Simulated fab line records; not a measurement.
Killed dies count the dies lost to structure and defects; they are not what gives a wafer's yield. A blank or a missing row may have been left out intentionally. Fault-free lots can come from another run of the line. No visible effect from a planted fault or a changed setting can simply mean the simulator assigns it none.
fab line records | flow gf180mcu
record lots=24 wafers=72 lastDay=34
route steps=602 shown V1@357 M2@367 V2@383
lots that met no fault: taken from a fault-free run of the same line
startH: start of the lot's first displayed wafer, in hours after the record's first day | waitH: hours from the lot's prior step to this one | " same as the row above | L1.1+2: a row that stands for several wafers | - no value, or no start given | * or withheld: withheld | < > ~ a bound
route shown NAME@n: NAME is a module with steps in the file, n the number in the route of the first one | usual: mean/standard deviation of fault-free wafers | same: alike in all rows | chamber/n: place in a boat | sites: each site's reading | _std_site: their standard deviation | _edge_site: outer sites' mean less inner sites' | radiusMm: how far each site lies from the wafer's centre | mask NAME#n: copy n | behind: the tool/chamber that last shaped the wafer | hold: why the lot was held/for how many hours/how that ended | device: the transistor (n, p or np) that didn't switch | end of line: tests of these same wafers at the route's end | for a step that has no rows: nothing shown but its recipe | killed: the dies lost at the first sort to structure and to defects; this is not the yield of the wafer | map: per-die view of a wafer (x killed, . not killed, _ where there is no die)
set.NAME: the setting as run; set.NAME@STEP: as run at that earlier step | model.NAME: the simulator's own value behind a step, which no gauge read
steps of the route over a sample of lots; a table a step, a row a wafer
services: from which hour (startH, from the record's first day; less than 0 if before it) a tool's chamber was out of use, for how many hours, and why
## steps
# step GF_V1_SPUTTER_22
# recipe material=TiN targetThkNm=10 chamberPressurePa=5 powerW=4000 timeS=40
# usual chamberPressurePa=4.998/0.01 throttleValvePct=29.9/0.79
# columns lot.wafer tool chamber startH waitH chamberPressurePa throttleValvePct
L074.1 pvdSputter-03 - 417.28 0.0 5.007 30.0
L074.3 " - " " 4.997 31.2
L074.6 " - " " 4.993 31.1
L075.1 pvdSputter-02 - 433.35 0.0 4.990 30.3
L075.2 " - " " 4.998 29.7
L075.4 " - " " 5.023 30.5
L076.1 pvdSputter-03 - 433.54 0.0 4.979 30.2
L076.2 " - " " 5.009 31.4
L076.3 " - " " 5.004 29.8
L078.2 pvdSputter-02 - 447.67 0.0 5.004 30.5
L078.3 " - " " 5.008 29.9
L078.5 " - " " 5.002 30.1
L077.4 pvdSputter-02 - 451.86 0.0 4.991 29.5
L077.5 " - " " 4.988 30.3
L077.6 " - " " 5.005 29.7
L079.3 pvdSputter-03 - 459.44 0.0 4.994 31.1
L079.4 " - " " 5.002 29.5
L079.5 " - " " 5.000 31.4
L080.2 pvdSputter-02 - 469.96 0.0 5.017 30.2
L080.3 " - " " 4.999 29.7
L080.5 " - " " 5.007 29.7
L081.1 pvdSputter-04 - 480.04 0.0 4.989 31.4
L081.2 " - " " 5.008 29.1
L081.4 " - " " 5.025 29.1
L082.3 pvdSputter-02 - 480.99 0.0 5.003 30.2
L082.4 " - " " 4.996 29.7
L082.5 " - " " 4.999 30.3
L083.1 pvdSputter-02 - 494.39 0.0 4.988 29.7
L083.2 " - " " 4.989 30.3
L083.6 " - " " 5.003 30.7
L084.1 pvdSputter-04 - 503.99 0.0 4.985 28.7
L084.2 " - " " 4.995 29.3
L084.4 " - " " 5.008 29.3
L085.2 pvdSputter-03 - 512.44 0.0 4.992 29.7
L085.3 " - " " 4.984 29.9
L085.5 " - " " 4.999 30.1
L086.3 pvdSputter-04 - 521.27 0.0 5.009 28.9
L086.5 " - " " 4.984 29.1
L086.6 " - " " 4.998 31.1
L087.1 pvdSputter-04 - 527.34 0.0 5.006 29.1
L087.3 " - " " 4.999 31.1
L087.6 " - " " 4.990 28.9
L088.1 pvdSputter-02 - 538.56 0.0 4.983 29.4
L088.2 " - " " 5.012 30.4
L088.4 " - " " 5.022 30.4
L089.2 pvdSputter-04 - 547.68 0.0 4.999 31.1
L089.3 " - " " 5.006 28.8
L089.4 " - " " 4.991 29.3
L090.1 pvdSputter-03 - 553.34 0.0 4.995 29.8
L090.2 " - " " 4.994 29.9
L090.3 " - " " 5.022 31.3
L091.2 pvdSputter-04 - 561.39 0.0 4.996 29.2
L091.4 " - " " 5.009 31.2
L091.6 " - " " 4.994 29.3
L092.4 pvdSputter-03 - 569.65 0.0 4.994 29.7
L092.5 " - " " 4.996 31.3
L092.6 " - " " 5.001 29.8
L093.1 pvdSputter-02 - 577.71 0.0 5.006 30.0
L093.2 " - " " 4.998 29.8
L093.3 " - " " 4.994 30.2
L094.1 pvdSputter-04 - 580.81 0.0 4.985 29.2
L094.4 " - " " 5.000 31.3
L094.5 " - " " 5.012 29.4
L095.4 pvdSputter-02 - 587.39 0.0 5.003 30.3
L095.5 " - " " 4.995 30.1
L095.6 " - " " 4.996 30.3
L096.2 pvdSputter-03 - 595.48 0.0 4.994 29.9
L096.4 " - " " 5.002 30.4
L096.6 " - " " 4.998 29.8
L097.1 pvdSputter-04 - 604.69 0.0 5.009 29.3
L097.5 " - " " 5.002 29.0
L097.6 " - " " 4.982 28.9
# step GF_M2_RS_MEAS_05
# recipe thkMeasGauge=four-point-probe reads=TiN_of_M2_SPUTTER_04+Ti_of_M2_SPUTTER_03+AlCu_of_M2_SPUTTER_02+TiN_of_M2_SPUTTER_01+Ti_of_M2_SPUTTER_00
# usual M2_ALCU_RS=0.0694/0.00082
# columns lot.wafer tool chamber startH waitH M2_ALCU_RS[ohm/sq]
L074.1 filmMetro-02 - 418.14 0.0 0.0677
L074.3 " - " " 0.0687
L074.6 " - " " 0.0680
L075.1 filmMetro-04 - 434.21 0.0 0.0695
L075.2 " - " " 0.0696
L075.4 " - " " 0.0697
L076.1 filmMetro-02 - 434.39 0.0 0.0684
L076.2 " - " " 0.0692
L076.3 " - " " 0.0684
L078.2 filmMetro-01 - 448.54 0.0 0.0691
L078.3 " - " " 0.0692
L078.5 " - " " 0.0690
L077.4 filmMetro-04 - 452.77 0.1 0.0683
L077.5 " - " " 0.0679
L077.6 " - " " 0.0685
L079.3 filmMetro-01 - 460.33 0.1 0.0700
L079.4 " - " " 0.0705
L079.5 " - " " 0.0696
L080.2 filmMetro-02 - 470.83 0.0 0.0699
L080.3 " - " " 0.0704
L080.5 " - " " 0.0693
L081.1 filmMetro-04 - 480.89 0.0 0.0699
L081.2 " - " " 0.0696
L081.4 " - " " 0.0697
L082.3 filmMetro-04 - 481.88 0.1 0.0699
L082.4 " - " " 0.0690
L082.5 " - " " 0.0691
L083.1 filmMetro-01 - 495.24 0.0 0.0699
L083.2 " - " " 0.0692
L083.6 " - " " 0.0707
L084.1 filmMetro-04 - 504.85 0.0 0.0700
L084.2 " - " " 0.0694
L084.4 " - " " 0.0691
L085.2 filmMetro-02 - 513.31 0.0 0.0682
L085.3 " - " " 0.0685
L085.5 " - " " 0.0689
L086.3 filmMetro-02 - 522.16 0.1 0.0691
L086.5 " - " " 0.0693
L086.6 " - " " 0.0710
L087.1 filmMetro-01 - 528.19 0.0 0.0693
L087.3 " - " " 0.0705
L087.6 " - " " 0.0690
L088.1 filmMetro-01 - 539.41 0.0 0.0708
L088.2 " - " " 0.0705
L088.4 " - " " 0.0703
L089.2 filmMetro-04 - 548.55 0.0 0.0705
L089.3 " - " " 0.0694
L089.4 " - " " 0.0690
L090.1 filmMetro-01 - 554.19 0.0 0.0692
L090.2 " - " " 0.0698
L090.3 " - " " 0.0696
L091.2 filmMetro-04 - 562.26 0.0 0.0689
L091.4 " - " " 0.0699
L091.6 " - " " 0.0682
L092.4 filmMetro-01 - 570.56 0.1 0.0679
L092.5 " - " " 0.0688
L092.6 " - " " 0.0682
L093.1 filmMetro-04 - 578.59 0.0 0.0690
L093.2 " - " " 0.0693
L093.3 " - " " 0.0689
L094.1 filmMetro-01 - 581.66 0.0 0.0710
L094.4 " - " " 0.0705
L094.5 " - " " 0.0700
L095.4 filmMetro-02 - 588.30 0.1 0.0698
L095.5 " - " " 0.0693
L095.6 " - " " 0.0695
L096.2 filmMetro-01 - 596.35 0.0 0.0703
L096.4 " - " " 0.0715
L096.6 " - " " 0.0693
L097.1 filmMetro-02 - 605.54 0.0 0.0683
L097.5 " - " " 0.0681
L097.6 " - " " 0.0678
# step GF_M2_THK_MEAS_06
# recipe thkMeasGauge=xrf reads=AlCu_of_M2_SPUTTER_02
# usual M2_ALCU_THK=450/6.3
# columns lot.wafer tool chamber startH waitH M2_ALCU_THK[nm]
L074.1 filmMetro-02 - 418.26 0.1 462
L074.3 " - " " 455
L074.6 " - " " 459
L075.1 filmMetro-04 - 434.33 0.1 452
L075.2 " - " " 451
L075.4 " - " " 450
L076.1 filmMetro-02 - 434.51 0.1 456
L076.2 " - " " 451
L076.3 " - " " 457
L078.2 filmMetro-01 - 448.65 0.1 448
L078.3 " - " " 447
L078.5 " - " " 449
L077.4 filmMetro-04 - 452.86 0.1 459
L077.5 " - " " 460
L077.6 " - " " 457
L079.3 filmMetro-01 - 460.43 0.1 444
L079.4 " - " " 440
L079.5 " - " " 446
L080.2 filmMetro-02 - 470.94 0.1 441
L080.3 " - " " 439
L080.5 " - " " 445
L081.1 filmMetro-04 - 481.01 0.1 450
L081.2 " - " " 451
L081.4 " - " " 450
L082.3 filmMetro-04 - 481.98 0.1 449
L082.4 " - " " 453
L082.5 " - " " 455
L083.1 filmMetro-01 - 495.36 0.1 446
L083.2 " - " " 450
L083.6 " - " " 441
L084.1 filmMetro-04 - 504.97 0.1 449
L084.2 " - " " 455
L084.4 " - " " 454
L085.2 filmMetro-02 - 513.42 0.1 455
L085.3 " - " " 452
L085.5 " - " " 451
L086.3 filmMetro-02 - 522.26 0.1 449
L086.5 " - " " 449
L086.6 " - " " 437
L087.1 filmMetro-01 - 528.31 0.1 446
L087.3 " - " " 440
L087.6 " - " " 450
L088.1 filmMetro-01 - 539.53 0.1 439
L088.2 " - " " 441
L088.4 " - " " 440
L089.2 filmMetro-04 - 548.66 0.1 448
L089.3 " - " " 454
L089.4 " - " " 458
L090.1 filmMetro-01 - 554.31 0.1 447
L090.2 " - " " 444
L090.3 " - " " 444
L091.2 filmMetro-04 - 562.37 0.1 457
L091.4 " - " " 452
L091.6 " - " " 462
L092.4 filmMetro-01 - 570.65 0.1 455
L092.5 " - " " 452
L092.6 " - " " 455
L093.1 filmMetro-04 - 578.71 0.1 457
L093.2 " - " " 453
L093.3 " - " " 458
L094.1 filmMetro-01 - 581.78 0.1 435
L094.4 " - " " 440
L094.5 " - " " 445
L095.4 filmMetro-02 - 588.39 0.1 445
L095.5 " - " " 448
L095.6 " - " " 448
L096.2 filmMetro-01 - 596.46 0.1 442
L096.4 " - " " 435
L096.6 " - " " 450
L097.1 filmMetro-02 - 605.66 0.1 455
L097.5 " - " " 458
L097.6 " - " " 458
# step GF_M2_CD_MEAS_14
# recipe targetCdNm=280
# usual cdNm=279.3/1.6
# columns lot.wafer tool chamber startH waitH cdNm
L074.1 cdSem-01 - 441.70 0.1 278.6
L074.3 " - " " 278.2
L074.6 " - " " 279.0
L075.1 cdSem-02 - 458.01 0.1 279.5
L075.2 " - " " 280.5
L075.4 " - " " 280.1
L076.1 cdSem-01 - 458.20 0.1 277.7
L076.2 " - " " 278.3
L076.3 " - " " 277.5
L078.2 cdSem-01 - 471.95 0.1 279.9
L078.3 " - " " 279.1
L078.5 " - " " 279.4
L077.4 cdSem-02 - 476.59 0.1 279.5
L077.5 " - " " 279.7
L077.6 " - " " 279.8
L079.3 cdSem-01 - 484.12 0.1 279.5
L079.4 " - " " 278.8
L079.5 " - " " 278.8
L080.2 cdSem-01 - 495.43 0.1 280.1
L080.3 " - " " 279.9
L080.5 " - " " 279.9
L081.1 cdSem-01 - 504.98 0.1 280.9
L081.2 " - " " 280.5
L081.4 " - " " 280.0
L082.3 cdSem-01 - 505.80 0.1 281.1
L082.4 " - " " 282.4
L082.5 " - " " 280.9
L083.1 cdSem-02 - 519.00 0.1 278.2
L083.2 " - " " 280.0
L083.6 " - " " 279.5
L084.1 cdSem-02 - 527.86 0.1 278.2
L084.2 " - " " 277.0
L084.4 " - " " 278.0
L085.2 cdSem-01 - 536.27 0.1 280.8
L085.3 " - " " 280.3
L085.5 " - " " 280.4
L086.3 cdSem-01 - 544.65 0.1 280.9
L086.5 " - " " 280.8
L086.6 " - " " 280.4
L087.1 cdSem-01 - 551.05 0.1 277.9
L087.3 " - " " 279.3
L087.6 " - " " 277.8
L088.1 cdSem-02 - 562.03 0.1 280.7
L088.2 " - " " 280.1
L088.4 " - " " 280.5
L089.2 cdSem-01 - 571.05 0.1 280.0
L089.3 " - " " 279.7
L089.4 " - " " 278.5
L090.1 cdSem-02 - 575.68 0.1 281.2
L090.2 " - " " 278.8
L090.3 " - " " 280.6
L091.2 cdSem-01 - 583.13 0.1 277.6
L091.4 " - " " 277.1
L091.6 " - " " 277.7
L092.4 cdSem-02 - 591.79 0.1 280.0
L092.5 " - " " 279.6
L092.6 " - " " 280.6
L093.1 cdSem-01 - 599.58 0.1 275.4
L093.2 " - " " 276.7
L093.3 " - " " 277.1
L094.1 cdSem-01 - 602.10 0.1 278.3
L094.4 " - " " 277.2
L094.5 " - " " 278.7
L095.4 cdSem-01 - 608.77 0.1 282.1
L095.5 " - " " 283.0
L095.6 " - " " 282.4
L096.2 cdSem-01 - 617.10 0.1 276.5
L096.4 " - " " 277.5
L096.6 " - " " 277.3
L097.1 cdSem-01 - 626.43 0.1 280.2
L097.5 " - " " 280.6
L097.6 " - " " 280.5
# step GF_M2_OVL_MEAS_15
# usual M2_OVL=3/6
# columns lot.wafer tool chamber startH waitH M2_OVL[nm]
L074.1 overlay-02 - 441.82 0.1 -2
L074.3 " - " " 2
L074.6 " - " " 13
L075.1 overlay-01 - 458.13 0.1 2
L075.2 " - " " -1
L075.4 " - " " 1
L076.1 overlay-02 - 458.32 0.1 13
L076.2 " - " " -1
L076.3 " - " " 8
L078.2 overlay-01 - 472.06 0.1 0
L078.3 " - " " 0
L078.5 " - " " 7
L077.4 overlay-02 - 476.67 0.1 -6
L077.5 " - " " 2
L077.6 " - " " 1
L079.3 overlay-02 - 484.21 0.1 10
L079.4 " - " " 3
L079.5 " - " " 10
L080.2 overlay-01 - 495.54 0.1 -5
L080.3 " - " " 2
L080.5 " - " " 1
L081.1 overlay-02 - 505.10 0.1 6
L081.2 " - " " 4
L081.4 " - " " 10
L082.3 overlay-01 - 505.89 0.1 12
L082.4 " - " " 7
L082.5 " - " " 7
L083.1 overlay-02 - 519.12 0.1 11
L083.2 " - " " 2
L083.6 " - " " 4
L084.1 overlay-01 - 527.98 0.1 -3
L084.2 " - " " 4
L084.4 " - " " 4
L085.2 overlay-01 - 536.38 0.1 3
L085.3 " - " " 8
L085.5 " - " " 9
L086.3 overlay-02 - 544.74 0.1 4
L086.5 " - " " -2
L086.6 " - " " 6
L087.1 overlay-02 - 551.17 0.1 0
L087.3 " - " " 1
L087.6 " - " " 2
L088.1 overlay-02 - 562.15 0.1 8
L088.2 " - " " 2
L088.4 " - " " 9
L089.2 overlay-02 - 571.16 0.1 13
L089.3 " - " " -3
L089.4 " - " " 11
L090.1 overlay-01 - 575.80 0.1 2
L090.2 " - " " 16
L090.3 " - " " 0
L091.2 overlay-02 - 583.23 0.1 12
L091.4 " - " " 11
L091.6 " - " " 12
L092.4 overlay-01 - 591.87 0.1 -2
L092.5 " - " " 1
L092.6 " - " " 6
L093.1 overlay-02 - 599.70 0.1 -2
L093.2 " - " " -5
L093.3 " - " " 4
L094.1 overlay-01 - 602.22 0.1 4
L094.4 " - " " 3
L094.5 " - " " 0
L095.4 overlay-02 - 608.85 0.1 15
L095.5 " - " " 6
L095.6 " - " " 14
L096.2 overlay-02 - 617.21 0.1 11
L096.4 " - " " 13
L096.6 " - " " 16
L097.1 overlay-02 - 626.55 0.1 -3
L097.5 " - " " -5
L097.6 " - " " -3
# step GF_V2_THK_MEAS_01
# recipe reads=SiO2_of_V2_CVD_00
# usual V2_CVD_00_THK=600/5.7
# columns lot.wafer tool chamber startH waitH V2_CVD_00_THK[nm]
L074.1 filmMetro-04 - 442.59 0.0 591
L074.3 " - " " 592
L074.6 " - " " 595
L075.1 filmMetro-04 - 458.90 0.0 595
L075.2 " - " " 589
L075.4 " - " " 590
L076.1 filmMetro-04 - 459.13 0.0 593
L076.2 " - " " 593
L076.3 " - " " 592
L078.2 filmMetro-03 - 473.24 0.0 595
L078.3 " - " " 593
L078.5 " - " " 592
L077.4 filmMetro-01 - 477.59 0.0 607
L077.5 " - " " 610
L077.6 " - " " 607
L079.3 filmMetro-03 - 485.12 0.1 602
L079.4 " - " " 599
L079.5 " - " " 599
L080.2 filmMetro-01 - 496.31 0.0 598
L080.3 " - " " 597
L080.5 " - " " 602
L081.1 filmMetro-03 - 505.90 0.0 603
L081.2 " - " " 599
L081.4 " - " " 610
L082.3 filmMetro-01 - 506.68 0.1 599
L082.4 " - " " 608
L082.5 " - " " 597
L083.1 filmMetro-01 - 519.90 0.0 603
L083.2 " - " " 593
L083.6 " - " " 601
L084.1 filmMetro-04 - 528.75 0.0 599
L084.2 " - " " 608
L084.4 " - " " 610
L085.2 filmMetro-03 - 537.15 0.0 605
L085.3 " - " " 603
L085.5 " - " " 600
L086.3 filmMetro-04 - 545.52 0.1 598
L086.5 " - " " 600
L086.6 " - " " 605
L087.1 filmMetro-04 - 551.94 0.0 598
L087.3 " - " " 601
L087.6 " - " " 601
L088.1 filmMetro-03 - 562.95 0.0 581
L088.2 " - " " 588
L088.4 " - " " 592
L089.2 filmMetro-01 - 571.94 0.0 610
L089.3 " - " " 596
L089.4 " - " " 610
L090.1 filmMetro-03 - 576.61 0.0 595
L090.2 " - " " 598
L090.3 " - " " 611
L091.2 filmMetro-03 - 584.04 0.0 595
L091.4 " - " " 603
L091.6 " - " " 597
L092.4 filmMetro-01 - 592.65 0.0 599
L092.5 " - " " 594
L092.6 " - " " 601
L093.1 filmMetro-04 - 600.48 0.0 601
L093.2 " - " " 605
L093.3 " - " " 604
L094.1 filmMetro-03 - 603.02 0.0 601
L094.4 " - " " 601
L094.5 " - " " 602
L095.4 filmMetro-01 - 609.67 0.0 600
L095.5 " - " " 604
L095.6 " - " " 601
L096.2 filmMetro-01 - 618.00 0.0 609
L096.4 " - " " 594
L096.6 " - " " 605
L097.1 filmMetro-03 - 627.33 0.0 596
L097.5 " - " " 602
L097.6 " - " " 603
## services
# columns tool chamber startH hours kind
pvdSputter-02 - 393.45 2.8 repair
pvdSputter-02 - 409.74 11.6 repair
pvdSputter-03 1 455.98 - consumableReplace:kit
pvdSputter-03 1 455.98 18.0 scheduledDown
pvdSputter-03 1 455.98 18.0 ventCycle
pvdSputter-04 3 570.50 - consumableReplace:kit
pvdSputter-04 3 570.50 18.0 scheduledDown
pvdSputter-04 3 570.50 18.0 ventCycle
## key
fault none
